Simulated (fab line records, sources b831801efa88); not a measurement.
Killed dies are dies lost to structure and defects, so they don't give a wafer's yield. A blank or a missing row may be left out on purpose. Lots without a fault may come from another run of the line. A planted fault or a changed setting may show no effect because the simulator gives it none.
Problem report in the 8D (eight disciplines) form, filled by code | flow sky130 | the parts of the form that need people (team, actions taken, sign-off) are left out

1. THE PROBLEM
NWELL_OXIDATION_THK at SKY_NWELL_THK_MEAS_02 reads a mean of 4.60 nm on 6 wafers of 2 lots; wafers without a fault read 10.08 nm with a standard deviation of 0.16. That is -34 standard deviations from the usual mean.
First seen on wafer L982.2, day 3 13:05, on film_metro-01. The record holds 33 wafers of 11 lots with a number at this step. Rule for "out", or "out of limits": more than 4 standard deviations from the usual mean. The other wafers with a number count as sound.

2. WHAT IT IS AND WHAT IT IS NOT
question                    | is                           | is not
which readings at this step | NWELL_OXIDATION_THK          | -
which lots                  | L982, L983                   | L100, L977, L992, L993, L995, L996, L997, L998, L999
which wafers of those lots  | all that have a number       | -
read on which gauges        | film_metro-01, film_metro-03 | film_metro-02
when                        | from day 3 13:05             | up to then (3 sound wafers); but 24 sound wafers of L100, L992, L993, L995, L996, L997, L998, L999 came after

3. SUSPECTS, AND WHAT RULES EACH OUT
Counting: a tool at a process step up to the reading stays a suspect if it ran every lot that is out and no sound lot after the first of them.
- the gauge at SKY_NWELL_THK_MEAS_02: ruled out. The wafers that are out were read on 2 gauges (film_metro-01, film_metro-03).
- rie_diel-01 at SKY_FIELD_ISO_ETCH_14 (etches BARC in N2/H2, stops on SiO2, time 45.9 s, target depth 60 nm): ruled out as a lasting fault. Sound lots L992, L100 ran on it after its first lot that is out, L982 (day 3 04:58).
- furnace-01 at SKY_NWELL_OXIDATION_01 (stabilise 600 s, purge 300 s, target thk 10 nm): ruled out as a lasting fault. Sound lots L998, L999 ran on it after its first lot that is out, L982 (day 3 11:41).
Left after counting: nothing in the record.

4. THE CAUSE (what the simulator had put in)
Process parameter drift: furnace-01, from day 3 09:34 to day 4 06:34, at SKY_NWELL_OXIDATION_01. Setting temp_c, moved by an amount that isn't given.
Counting ruled it out, wrongly: the rule takes a fault to strike every lot that its tool runs from its start on, and this one did not.

5. THE CHAIN OF EFFECTS, in route order
Each row: a reading whose mean over the struck wafers that have a number lies more than 3 standard deviations from the usual. Only readings for which the record gives a usual standard deviation are gone through. hours: the time from each lot's start at the first step in this table that gives one to its start at this step, as a median over the lots. sigmas: the change in usual standard deviations.
hours | step                   | reading                | usual    | on struck wafers | change | sigmas
0     | SKY_NWELL_OXIDATION_01 | spike_tc_bottom_C      | 920.8 C  | 856.4            | -64.4  | -27
0     | SKY_NWELL_OXIDATION_01 | spike_tc_centre_C      | 901.4 C  | 833.4            | -68.0  | -49
0     | SKY_NWELL_OXIDATION_01 | spike_tc_lower_C       | 902.0 C  | 835.0            | -67.0  | -67
0     | SKY_NWELL_OXIDATION_01 | spike_tc_top_C         | 912.7 C  | 845.4            | -67.3  | -37
0     | SKY_NWELL_OXIDATION_01 | spike_tc_upper_C       | 900.1 C  | 832.9            | -67.2  | -68
0     | SKY_NWELL_OXIDATION_01 | tube_center_temp_C     | 900.01 C | 832.98           | -67.03 | -99 or more
0     | SKY_NWELL_OXIDATION_01 | tube_center_temp_C_max | 902.4    | 835.4            | -67.0  | -99 or more
0     | SKY_NWELL_OXIDATION_01 | zone_power_bottom_pct  | 28.4 %   | 23.1             | -5.3   | -3.8
0     | SKY_NWELL_OXIDATION_01 | zone_power_top_pct     | 34.2 %   | 29.6             | -4.6   | -5.2
1     | SKY_NWELL_THK_MEAS_02  | NWELL_OXIDATION_THK    | 10.08 nm | 4.60             | -5.48  | -34
The process steps in it:
- SKY_NWELL_OXIDATION_01: stabilise 600 s, purge 300 s, target thk 10 nm.
Later measuring or inspecting steps at which every struck wafer that the step has a row for has a number for every such reading, and none has moved that far: SKY_NWELL_OVL_MEAS_23.

6. WHAT WOULD HAVE CAUGHT IT SOONER
In this record the first reading out of limits at a measuring or inspecting step was taken at day 3 13:05, 4 hours after the fault began at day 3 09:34.
The tool's own readings at SKY_NWELL_OXIDATION_01 were out on every struck wafer that the step has a row for (spike_tc_bottom_C, spike_tc_centre_C, spike_tc_lower_C, spike_tc_top_C, spike_tc_upper_C, tube_center_temp_C, tube_center_temp_C_max, zone_power_top_pct): an alarm limit on them would have fired on the first of those.
